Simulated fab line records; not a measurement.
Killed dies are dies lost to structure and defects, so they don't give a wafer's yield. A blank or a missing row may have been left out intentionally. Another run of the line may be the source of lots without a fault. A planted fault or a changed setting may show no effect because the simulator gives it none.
One fault seen from 2 desks    flow sky130    what lay behind the numbers comes last; until then each desk has only its own

## METROLOGY DESK
What the gauges read, lot by lot, whatever tool the lot ran on: means of the sampled wafers that have a number. If a lot's mean is further than 4 standard deviations from the usual mean, the lot is out of limits and carries the mark OUT (the distance appears in the brackets).
Columns: A = PWDE_OVL at SKY_PWDE_OVL_MEAS_07, usual -0.2 nm; B = NWELL_00_OVL at SKY_NWELL_OVL_MEAS_10, usual 0.0 nm
lot   first seen here  A     B
L492  day 4 02:28      0.1   -1.2
L494  day 4 12:59      0.4   -0.5
L495  day 4 16:10      -0.2  0.4
L496  day 4 21:00      -1.0  1.1
L497  day 5 02:41      0.7   0.3
L498  day 5 09:35      -1.1  -0.6
L499  day 5 14:08      0.7   -0.3
L502  day 6 05:37      -2.3  0.7
L507  day 7 09:22      -0.8  -1.1
L508  day 7 14:56      -1.7  -2.5
L511  day 8 05:40      -0.3  1.6
L512  day 8 11:04      0.1   0.5
L514  day 9 01:08      -1.0  -0.4
L515  day 9 06:34      0.1   -0.9
This desk found nothing out of limits on any of the 14 lots.

## TOOL OWNER'S DESK, rie_si-01
The tool's own readings at SKY_FIELD_ISO_ETCH_17 (etches Si in HBr/Cl2/O2, target depth 342 nm, time 97.7 s): means of the sampled wafers that have a number, for each lot that ran on this tool. If a lot's mean is further than 4 standard deviations from the usual mean, the lot is out of limits and carries the mark OUT (the distance appears in the brackets).
Columns: A = drypump_motor_current_A at SKY_FIELD_ISO_ETCH_17, usual 5.6 A; B = oes_product_au at SKY_FIELD_ISO_ETCH_17, usual 1.002 a.u.; C = run_length_s at SKY_FIELD_ISO_ETCH_17, usual 126.1 s; D = throttle_valve_pct at SKY_FIELD_ISO_ETCH_17, usual 25.655 %
lot   first seen here  A    B      C                D
L494  day 2 14:41      6.0  0.991  126.1            25.659
L495  day 2 20:31      5.6  0.992  125.8            25.674
L496  day 3 03:37      5.6  0.996  125.9            25.656
L498  day 3 14:28      5.6  0.996  126.2            25.651
L499  day 3 19:56      5.7  0.999  126.0            25.675
L502  day 4 09:02      5.4  1.008  125.9            25.651
L507  day 5 12:32      5.6  0.989  117.6 (-24) OUT  25.666
L508  day 5 16:53      5.7  0.988  113.2 (-37) OUT  25.662
L511  day 6 08:17      6.1  0.982  100.5 (-73) OUT  25.666
Finding of this desk: L507, L508, L511 out of limits; the first was L507 at day 5 12:32, on run_length_s at SKY_FIELD_ISO_ETCH_17. Within limits: L494, L495, L496, L498, L499, L502.

## TAKEN TOGETHER
The tool owner's desk had the chance to raise an alarm at day 5 12:32 on L507, L508, L511.
The metrology desk saw nothing out of limits.
The metrology desk holds a record of L507, L508, L511, inside its limits.
On rie_si-01, each named lot ran SKY_FIELD_ISO_ETCH_17.

## WHAT HAD BEEN PUT IN BY THE SIMULATOR
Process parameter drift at SKY_FIELD_ISO_ETCH_17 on rie_si-01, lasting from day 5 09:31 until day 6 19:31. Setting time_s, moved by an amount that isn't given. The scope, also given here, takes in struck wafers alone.
Lots struck among those shown: L507, L508, L511.
Each desk's first reading out of limits, in hours after the fault started: the tool owner's desk, 3.
